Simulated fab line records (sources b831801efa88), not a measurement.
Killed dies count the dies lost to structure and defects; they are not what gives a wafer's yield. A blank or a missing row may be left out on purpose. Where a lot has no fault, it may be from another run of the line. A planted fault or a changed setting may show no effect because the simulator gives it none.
Which tool was responsible? ; flow gf180mcu ; 24 lots, 72 wafers sampled, at 6 steps of a route of 602

WHAT THE GAUGES READ, wafer by wafer
GF_V5_OVL_MEAS_15. Usual: V5_OVL gives 2 nm (standard deviation 6.2).
lot;measured;on;V5_OVL (nm);flag
L074;day 27 00:58;overlay-01;-8 5 8;
L075;day 27 09:02;overlay-01;7 5 8;
L076;day 27 16:09;overlay-01;1 -4 -3;
L077;day 28 03:59;overlay-01;14 18 3;
L078;day 28 13:20;overlay-01;-2 -4 -2;
L079;day 29 00:55;overlay-02;-8 1 -7;
L080;day 29 09:41;overlay-02;11 -1 7;
L081;day 29 14:48;overlay-02;14 8 1;
L082;day 30 07:43;overlay-01;-11 0 -7;
L083;day 30 10:24;overlay-01;-10 -9 -4;
L084;day 30 10:42;overlay-01;6 5 2;
L085;day 30 14:50;overlay-02;2 -1 2;
L086;day 30 20:23;overlay-02;9 11 6;
L087;day 31 04:31;overlay-01;5 8 5;
L088;day 31 10:14;overlay-01;-6 1 -2;
L089;day 31 18:26;overlay-02;8 14 12;
L090;day 31 20:58;overlay-01;-3 2 0;
L091;day 32 03:59;overlay-02;3 -7 0;
L092;day 32 08:20;overlay-02;7 11 13;
L093;day 32 16:50;overlay-01;4 8 -3;
L094;day 32 21:46;overlay-02;2 6 1;
L095;day 33 13:35;overlay-02;1 -9 -4;
L096;day 33 13:05;overlay-02;3 -5 -2;
L097;day 33 14:02;overlay-02;-6 -7 -6;

GF_V5_RS_MEAS_24: a four-point-probe measurement. Usual: V5_W_RS gives 0.3270 ohm/sq (standard deviation 0.0027).
lot;measured;on;V5_W_RS (ohm/sq);flag
L074;day 27 01:54;filmMetro-01;0.3303 0.3237 0.3271;
L075;day 27 10:01;filmMetro-04;0.3275 0.3216 0.3256;
L076;day 27 17:07;filmMetro-04;0.3248 0.3257 0.3267;
L077;day 28 04:55;filmMetro-01;0.3314 0.3251 0.3313;
L078;day 28 14:18;filmMetro-01;0.3271 0.3241 0.3279;
L079;day 29 01:55;filmMetro-04;0.3263 0.3281 0.3294;
L080;day 29 10:37;filmMetro-01;0.3230 0.3174 0.3196;
L081;day 29 15:46;filmMetro-01;0.3254 0.3282 0.3241;
L082;day 30 08:42;filmMetro-01;0.3242 0.3244 0.3276;
L083;day 30 11:21;filmMetro-01;0.3296 0.3282 0.3275;
L084;day 30 11:39;filmMetro-01;0.3288 0.3280 0.3246;
L085;day 30 15:46;filmMetro-04;0.3246 0.3227 0.3305;
L086;day 30 21:22;filmMetro-04;0.3266 0.3285 0.3263;
L087;day 31 05:28;filmMetro-01;0.3301 0.3287 0.3333;
L088;day 31 11:10;filmMetro-03;0.3231 0.3290 0.3280;
L089;day 31 19:22;filmMetro-04;0.3257 0.3257 0.3246;
L090;day 31 21:55;filmMetro-04;0.3274 0.3247 0.3228;
L091;day 32 04:59;filmMetro-04;0.3284 0.3275 0.3308;
L092;day 32 09:16;filmMetro-04;0.3258 0.3293 0.3246;
L093;day 32 17:47;filmMetro-01;0.3295 0.3275 0.3286;
L094;day 32 22:43;filmMetro-03;0.3259 0.3296 0.3299;
L095;day 33 14:32;filmMetro-01;0.3281 0.3277 0.3278;
L096;day 33 14:02;filmMetro-01;0.3295 0.3294 0.3276;
L097;day 33 15:00;filmMetro-03;0.3296 0.3307 0.3279;

WHAT TOOL EACH LOT RAN ON (gives the tool, then ch and the chambers of the sampled wafers, and finally the start)
lot;GF_M2_SPUTTER_01;GF_V2_ETCH_17;GF_M3_SPUTTER_00;GF_V5_ETCH_17
L074;pvdSputter-01, day 17 22:53;rieDiel-02 ch 2,3, day 20 02:53 or earlier;pvdSputter-01, day 20 02:53;rieDiel-02 ch 0,2,3, day 27 01:54 or earlier
L075;pvdSputter-01, day 18 08:53;rieDiel-02 ch 0,1,2, day 20 13:31 or earlier;pvdSputter-02, day 20 13:31;rieDiel-03 ch 1,2,3, day 27 10:01 or earlier
L076;pvdSputter-03, day 18 19:10;rieDiel-02 ch 1,2,3, day 20 22:37 or earlier;pvdSputter-02, day 20 22:37;rieDiel-03 ch 2,3, day 27 17:07 or earlier
L077;pvdSputter-04, day 19 10:04;rieDiel-03 ch 0,1,2, day 21 14:17 or earlier;pvdSputter-03, day 21 14:17;rieDiel-01 ch 0,1,3, day 28 04:55 or earlier
L078;pvdSputter-04, day 19 20:01;rieDiel-02 ch 0,3, day 21 22:43 or earlier;pvdSputter-02, day 21 22:43;rieDiel-02 ch 0,3, day 28 14:18 or earlier
L079;pvdSputter-01, day 20 11:07;rieDiel-02 ch 0,1,2, day 22 13:05 or earlier;pvdSputter-03, day 22 13:05;rieDiel-01 ch 1,3, day 29 01:55 or earlier
L080;pvdSputter-04, day 20 20:35;rieDiel-03 ch 0,1, day 22 23:04 or earlier;pvdSputter-01, day 22 23:04;rieDiel-02 ch 2,3, day 29 10:37 or earlier
L081;pvdSputter-03, day 21 04:16;rieDiel-03 ch 1,3, day 23 05:17 or earlier;pvdSputter-01, day 23 05:17;rieDiel-01 ch 0,1,3, day 29 15:46 or earlier
L082;pvdSputter-04, day 21 21:02;rieDiel-01 ch 1,2,3, day 23 22:53 or earlier;pvdSputter-01, day 23 22:53;rieDiel-01 ch 0,2,3, day 30 08:42 or earlier
L083;pvdSputter-04, day 22 03:43;rieDiel-02 ch 0,1,2, day 24 04:05 or earlier;pvdSputter-03, day 24 04:05;rieDiel-01 ch 2,3, day 30 11:21 or earlier
L084;pvdSputter-03, day 22 04:26;rieDiel-01 ch 2,3, day 24 05:08 or earlier;pvdSputter-01, day 24 05:08;rieDiel-02 ch 0,3, day 30 11:39 or earlier
L085;pvdSputter-03, day 22 11:34;rieDiel-03 ch 1,2,3, day 24 12:14 or earlier;pvdSputter-03, day 24 12:14;rieDiel-02 ch 1,2, day 30 15:46 or earlier
L086;pvdSputter-04, day 22 17:44;rieDiel-02 ch 2,3, day 24 17:46 or earlier;pvdSputter-03, day 24 17:46;rieDiel-02 ch 1,2, day 30 21:22 or earlier
L087;pvdSputter-04, day 23 02:50;rieDiel-01 ch 0,1,2, day 25 02:56 or earlier;pvdSputter-03, day 25 02:56;rieDiel-03 ch 0,2,3, day 31 05:28 or earlier
L088;pvdSputter-03, day 23 14:38;rieDiel-02 ch 1,2, day 25 12:26 or earlier;pvdSputter-01, day 25 12:26;rieDiel-02 ch 0,2,3, day 31 11:10 or earlier
L089;pvdSputter-03, day 23 20:10;rieDiel-03 ch 0,1,3, day 25 20:13 or earlier;pvdSputter-03, day 25 20:13;rieDiel-03 ch 1,3, day 31 19:22 or earlier
L090;pvdSputter-03, day 24 02:56;rieDiel-02 ch 0,3, day 26 01:56 or earlier;pvdSputter-03, day 26 01:56;rieDiel-01 ch 0,1,3, day 31 21:55 or earlier
L091;pvdSputter-01, day 24 07:56;rieDiel-03 ch 0,1,3, day 26 05:37 or earlier;pvdSputter-01, day 26 05:37;rieDiel-03 ch 0,1,3, day 32 04:59 or earlier
L092;pvdSputter-01, day 24 16:55;rieDiel-03 ch 0,2,3, day 26 13:46 or earlier;pvdSputter-01, day 26 13:46;rieDiel-03 ch 0,1,3, day 32 09:16 or earlier
L093;pvdSputter-01, day 25 02:26;rieDiel-01 ch 1,2,3, day 26 23:19 or earlier;pvdSputter-03, day 26 23:19;rieDiel-03 ch 2,3, day 32 17:47 or earlier
L094;pvdSputter-03, day 25 06:39;rieDiel-03 ch 1,2,3, day 27 04:04 or earlier;pvdSputter-01, day 27 04:04;rieDiel-02 ch 1,3, day 32 22:43 or earlier
L095;pvdSputter-03, day 26 03:31;rieDiel-02 ch 0,2,3, day 27 23:20 or earlier;pvdSputter-03, day 27 23:20;rieDiel-02 ch 1,2,3, day 33 14:32 or earlier
L096;pvdSputter-01, day 26 03:40;rieDiel-01 ch 0,2,3, day 27 23:01 or earlier;pvdSputter-01, day 27 23:01;rieDiel-01 ch 0,2, day 33 14:02 or earlier
L097;pvdSputter-01, day 26 07:20;rieDiel-03 ch 0,3, day 28 02:28 or earlier;pvdSputter-02, day 28 02:28;rieDiel-03 ch 0,1,3, day 33 15:00 or earlier
- GF_M2_SPUTTER_01: material TiN, target thk 30 nm, time 25 s.
- GF_V2_ETCH_17: etches SiO2 in C4F8/O2/Ar, stops on TiN, target depth 630 nm.
- GF_M3_SPUTTER_00: material Ti, target thk 37.5 nm, time 150 s.
- GF_V5_ETCH_17: etches SiO2 in C4F8/O2/Ar, stops on TiN, target depth 855 nm.

AS READ BY THE TOOLS THEMSELVES (means over the sampled wafers that have a number; for cases with no such wafer, the mark the record gives instead)
GF_M2_SPUTTER_01. Usual: chamberPressurePa 0.4000 Pa, standard deviation 0.00087; throttleValvePct 30.2 %, standard deviation 0.81.
lot;tool;chamberPressurePa (Pa);throttleValvePct (%);flag
L074;pvdSputter-01;0.4000;29.9;
L075;pvdSputter-01;0.3997;29.5;
L076;pvdSputter-03;0.4000;29.7;
L077;pvdSputter-04;0.4005;30.5;
L078;pvdSputter-04;0.4000;30.8;
L079;pvdSputter-01;0.3994;30.5;
L080;pvdSputter-04;0.3992;30.9;
L081;pvdSputter-03;0.4000;29.7;
L082;pvdSputter-04;0.4000;30.5;
L083;pvdSputter-04;0.3997;30.5;
L084;pvdSputter-03;0.3996;29.9;
L085;pvdSputter-03;0.4007;29.5;
L086;pvdSputter-04;0.3997;31.0;
L087;pvdSputter-04;0.4004;30.6;
L088;pvdSputter-03;0.4002;30.3;
L089;pvdSputter-03;0.3996;30.0;
L090;pvdSputter-03;0.3992;29.9;
L091;pvdSputter-01;0.4000;30.3;
L092;pvdSputter-01;0.3998;30.5;
L093;pvdSputter-01;0.4000;29.4;
L094;pvdSputter-03;0.4010;30.4;
L095;pvdSputter-03;0.3991;29.7;
L096;pvdSputter-01;0.4007;31.1;
L097;pvdSputter-01;0.4010;30.1;

GF_V2_ETCH_17. Usual: chamberPressureMTorr 40.00 mTorr, standard deviation 0.033; oesProductAu 0.856 a.u., standard deviation 0.0044.
lot;tool;chamberPressureMTorr (mTorr);oesProductAu (a.u.);flag
L074;rieDiel-02;40.00;0.857;
L075;rieDiel-02;40.02;0.857;
L076;rieDiel-02;40.02;0.859;
L077;rieDiel-03;39.98;0.854;
L078;rieDiel-02;40.02;0.855;
L079;rieDiel-02;39.98;0.856;
L080;rieDiel-03;39.99;0.856;
L081;rieDiel-03;39.98;0.856;
L082;rieDiel-01;40.00;0.858;
L083;rieDiel-02;40.01;0.854;
L084;rieDiel-01;40.01;0.855;
L085;rieDiel-03;40.04;0.861;
L086;rieDiel-02;40.03;0.857;
L087;rieDiel-01;39.95;0.859;
L088;rieDiel-02;40.00;0.858;
L089;rieDiel-03;39.99;0.854;
L090;rieDiel-02;40.00;0.853;
L091;rieDiel-03;39.96;0.856;
L092;rieDiel-03;39.98;0.859;
L093;rieDiel-01;40.00;0.855;
L094;rieDiel-03;40.00;0.857;
L095;rieDiel-02;40.03;0.857;
L096;rieDiel-01;40.00;0.854;
L097;rieDiel-03;39.99;0.859;

GF_M3_SPUTTER_00. Usual: chamberPressurePa 2.000 Pa, standard deviation 0.004; throttleValvePct 30.1 %, standard deviation 0.96.
lot;tool;chamberPressurePa (Pa);throttleValvePct (%);flag
L074;pvdSputter-01;2.002;30.0;
L075;pvdSputter-02;2.002;29.7;
L076;pvdSputter-02;1.996;30.7;
L077;pvdSputter-03;1.996;29.9;
L078;pvdSputter-02;2.003;30.8;
L079;pvdSputter-03;1.996;29.8;
L080;pvdSputter-01;1.999;30.2;
L081;pvdSputter-01;2.002;30.9;
L082;pvdSputter-01;1.999;29.6;
L083;pvdSputter-03;2.000;29.8;
L084;pvdSputter-01;2.002;31.2;
L085;pvdSputter-03;2.001;30.2;
L086;pvdSputter-03;1.998;29.5;
L087;pvdSputter-03;2.003;30.3;
L088;pvdSputter-01;2.002;29.4;
L089;pvdSputter-03;2.002;30.1;
L090;pvdSputter-03;2.001;30.3;
L091;pvdSputter-01;2.000;29.2;
L092;pvdSputter-01;2.002;30.4;
L093;pvdSputter-03;2.000;29.9;
L094;pvdSputter-01;2.004;30.6;
L095;pvdSputter-03;2.001;29.5;
L096;pvdSputter-01;2.002;30.0;
L097;pvdSputter-02;2.003;30.0;

GF_V5_ETCH_17. Usual: chamberPressureMTorr 40.00 mTorr, standard deviation 0.04; oesProductAu 0.860 a.u., standard deviation 0.0044.
lot;tool;chamberPressureMTorr (mTorr);oesProductAu (a.u.);flag
L074;rieDiel-02;40.01;0.858;
L075;rieDiel-03;40.02;0.858;
L076;rieDiel-03;40.00;0.859;
L077;rieDiel-01;39.97;0.863;
L078;rieDiel-02;40.03;0.862;
L079;rieDiel-01;39.95;0.864;
L080;rieDiel-02;39.98;0.857;
L081;rieDiel-01;39.97;0.864;
L082;rieDiel-01;39.98;0.856;
L083;rieDiel-01;39.99;0.860;
L084;rieDiel-02;40.01;0.864;
L085;rieDiel-02;39.98;0.861;
L086;rieDiel-02;40.02;0.863;
L087;rieDiel-03;40.00;0.864;
L088;rieDiel-02;39.98;0.860;
L089;rieDiel-03;40.05;0.861;
L090;rieDiel-01;39.99;0.858;
L091;rieDiel-03;40.00;0.858;
L092;rieDiel-03;40.02;0.859;
L093;rieDiel-03;39.96;0.861;
L094;rieDiel-02;40.00;0.862;
L095;rieDiel-02;40.02;0.857;
L096;rieDiel-01;39.99;0.858;
L097;rieDiel-03;40.03;0.856;

THE ANSWER, worked out from the rows above alone
Rule: a lot is off if the mean of its wafers that have a number lies more than 3 standard deviations from the usual mean. A lot without any number at a reading at which 4 lots or more have one is off too. All remaining lots with rows at the step are treated as sound. Order of review: gauges by route order, followed by the tools' own readings, for which a lot's mean as printed above is used. The first step at which some lot is off is used, and at that step the reading that is off furthest; a lot without a number counts as furthest.
None of the lots is off at any reading shown; this tells nothing.

WHAT WAS PUT IN BY THE SIMULATOR
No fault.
